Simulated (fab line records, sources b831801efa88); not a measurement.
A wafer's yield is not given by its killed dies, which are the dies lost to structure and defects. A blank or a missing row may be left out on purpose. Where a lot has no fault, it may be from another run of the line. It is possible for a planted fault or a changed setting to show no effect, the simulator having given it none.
Code-filled problem report in 8D (eight disciplines) form :: flow sfq_line :: the parts of the form that need people (team, actions taken, sign-off) are left out

== 1. WHAT WENT WRONG ==
Mean of run_length_s at SFQ_TRILAYER_I1_VIA_BARC_OPEN_VIA_ETCH_071: 74.8 s across 4 wafers in 2 lots; on wafers with no fault it is 70.0 s (standard deviation 0.41). That puts it +12 standard deviations away from the usual mean.
The step: etches BARC in O2, target depth 125 nm, time 41.7 s.
Seen first at day 21 07:17 on rie_diel-04, wafer L228.4. At this step, 18 wafers from 6 lots have a number in the record. Rule for "out", or "out of limits": more than 4 standard deviations from the usual mean. The other wafers with a number count as sound.

== 2. WHAT IT IS; WHAT IT IS NOT ==
question: which readings at this step
is: run_length_s, oes_product_au
is not: drypump_motor_current_A

question: which lots
is: L228, L230
is not: L224, L225, L229, L236

question: which wafers of those lots
is: L228.4, L228.5, L230.2, L230.5
is not: L228.1, L230.6

question: read on which tools
is: rie_diel-04
is not: rie_diel-02, rie_diel-03

question: when
is: from day 21 07:17
is not: up to then (7 sound wafers); but 7 sound wafers of L229, L230, L236 came after

== 3. SUSPECTS, AND WHAT RULES EACH OUT ==
Counting: if a tool at a process step up to the reading ran every lot that is out, it stays a suspect. Sound lots after the first of them don't rule it out here, since some wafers of a struck lot are sound.
- cmp-01 at SFQ_TRILAYER_I1_CMP_CMP_046 (polishes SiO2): kept. Ran every lot that is out, first one L228 (day 17 11:36); last sound lot up to then L224 (day 16 12:06).
- film_metro-01 at SFQ_TRILAYER_I1_METRO_MEASURE_047: kept. Ran every lot that is out, first one L228 (day 17 13:43); last sound lot up to then L225 (day 16 19:31).
- rie_diel-04 at SFQ_TRILAYER_I1_VIA_BARC_OPEN_VIA_ETCH_071 (etches BARC in O2, target depth 125 nm, time 41.7 s): kept. Ran every lot that is out, first one L228 (day 21 07:17); last sound lot up to then L225 (day 20 13:17). On those wafers its own readings are out: oes_product_au, run_length_s.
After the count, these remain: cmp-01 at SFQ_TRILAYER_I1_CMP_CMP_046, film_metro-01 at SFQ_TRILAYER_I1_METRO_MEASURE_047 and rie_diel-04 at SFQ_TRILAYER_I1_VIA_BARC_OPEN_VIA_ETCH_071.

== 4. THE CAUSE (what the simulator had put in) ==
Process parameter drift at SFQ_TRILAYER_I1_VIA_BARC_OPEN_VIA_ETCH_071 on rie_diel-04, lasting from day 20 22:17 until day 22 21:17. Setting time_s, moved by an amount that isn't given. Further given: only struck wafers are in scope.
Counting left 3 suspects, and this tool is among them.

== 5. THE EFFECT CHAIN, in route order ==
Rows list readings where the struck wafers' mean (over those with a number) sits beyond 3 standard deviations from the usual. Readings are gone through only where the record gives a usual standard deviation; hours: the median, over the lots, of the time from a lot's start at the first step in this table giving one to that lot's start at this step; sigmas: the change measured in usual standard deviations.
hours: 0
step: SFQ_TRILAYER_I1_VIA_BARC_OPEN_VIA_ETCH_071
reading: oes_product_au
usual: 0.685 a.u.
on struck wafers: 0.657
change: -0.028
sigmas: -5.9

hours: 0
step: SFQ_TRILAYER_I1_VIA_BARC_OPEN_VIA_ETCH_071
reading: run_length_s
usual: 70.0 s
on struck wafers: 74.8
change: +4.8
sigmas: +12
Here are the process steps it includes:
- SFQ_TRILAYER_I1_VIA_BARC_OPEN_VIA_ETCH_071: etches BARC in O2, target depth 125 nm, time 41.7 s.

== 6. WHAT WOULD HAVE CAUGHT IT SOONER ==
In this record no reading fell out of limits until day 21 07:17, 9 hours after the fault had begun at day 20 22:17.
